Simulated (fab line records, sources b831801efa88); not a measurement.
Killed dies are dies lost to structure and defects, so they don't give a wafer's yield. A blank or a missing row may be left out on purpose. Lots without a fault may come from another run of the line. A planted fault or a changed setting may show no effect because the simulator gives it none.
A struck lot beside a sound one | flow sky130 | 14 steps out of a route of 708
Sound: wafers L303.1, L303.2, L303.3. Struck: wafers L308.1, L308.4, L308.5. The cause comes at the end.
At each step with rows: each side's tool, then ch and its chambers, then its first start. Under that, the readings that differ: sound wafers | struck wafers | difference of the means | sigmas: that difference in standard deviations of wafers without a fault.
alike: readings whose means differ by less than 2 such deviations, and words and numbers that are the same on both sides. not compared: withheld readings, readings that some wafer has no value for, bounds like >300 that may hide the same value, and numbers for which the record gives no deviation and whose values overlap.
The two part at a step that has a row with sigmas, a row that says differs or no value, or rows on one side only. Numbers that don't overlap but have no deviation are shown without sigmas and don't part them. A reading that every wafer of one side lacks parts them only if that side has two wafers or more.

first, 5 steps without rows for these wafers: SKY_SD_N_COAT_02 (resist thk 1140 nm); SKY_SD_N_SOFTBAKE_03 (time 60 s); SKY_SD_N_EXPOSE_04 (exposes mask NSDM, target cd 380 nm); SKY_SD_N_PEB_05; SKY_SD_N_DEVELOP_06 (develop time 60 s).
SKY_SD_N_CD_MEAS_07: target cd 380 nm.
  sound on cd_sem-02, day 31 15:16; struck on cd_sem-02, day 33 07:08
  alike: cd_nm
SKY_SD_N_OVL_MEAS_08:
  sound on overlay-01, day 31 15:23; struck on overlay-01, day 33 07:16
  alike: SD_N_OVL
then, 2 steps without rows for these wafers: SKY_SD_N_IMPLANT_09; SKY_SD_N_IMPLANT_10.
SKY_SD_N_STRIP_11: strips in O2/N2.
  sound on plasma_asher-04 ch 0,1, day 31 15:43; struck on plasma_asher-02 ch 0,1, day 33 07:35
  alike: drypump_motor_current_A, oes_product_au, strip_time_to_endpoint_s
  not compared: rf_hours_counter_h
SKY_SD_N_TW_MEAS_12:
  sound on film_metro-02, day 31 15:49; struck on film_metro-04, day 33 07:41
  alike: SD_N_TW
then, 1 step without rows for these wafers: SKY_SD_N_CLEAN_13 (cleans in SC1/SC2, time 150 s).
SKY_SD_N_RTA_14: time 2 s.
  sound on rtp_anneal-01 ch 0, day 31 15:55; struck on rtp_anneal-02 ch 0, day 33 08:01
  alike: anneal_temp_c_max, lamp_power_pct, wafer_temp_C_max
-- the record jumps here: 16 days lie between the struck wafers' starts before and after (it left off in module SD_N and takes up again in module PAD_OPEN, whose first step shown is number 708 of the route) --
SKY_PAD_OPEN_PROBE_99:
  sound on prober-02, day 48 14:23; struck on prober-01, day 49 13:46
  reading                                | sound             | struck            | difference | sigmas
  model.etest.res_xhigh_po.line_ohm_um   | 5886 5878 5707    | 4184 4346 4262    | -1560      |
  model.etest.res_xhigh_po.rs_ohm_sq     | 2055 2014 1989    | 1478 1527 1481    | -524       |
  model.etest.pfet_01v8.r_on_ohm_um      | 2934 2874 2924    | 2519 2500 2511    | -401       |
  model.etest.res_pdiff.line_ohm_um      | 1398 1395 1388    | 1175 1162 1169    | -225       |
  model.etest.pfet_g5v0d10v5.r_on_ohm_um | 4744 4654 4712    | 4634 4634 4571    | -90        |
  model.etest.res_high_po.line_ohm_um    | 760.4 750.7 746.6 | 625.7 644.5 627.6 | -120.0     |
  model.etest.licon_high_po.rc_ohm       | 366.3 352.6 356.6 | 257.7 267.2 247   | -101.2     |
  model.etest.res_ndiff.line_ohm_um      | 765.6 765.2 761   | 699.9 697 700.4   | -64.8      |
  alike: killed_at_M0_to_M3, killed_at_M4_up, killed_at_contacts, killed_at_front_end, killed_at_other, killed_dies, killed_open, killed_short

WHERE THEY PART
Nowhere in this record.

WHY: what the simulator had put in
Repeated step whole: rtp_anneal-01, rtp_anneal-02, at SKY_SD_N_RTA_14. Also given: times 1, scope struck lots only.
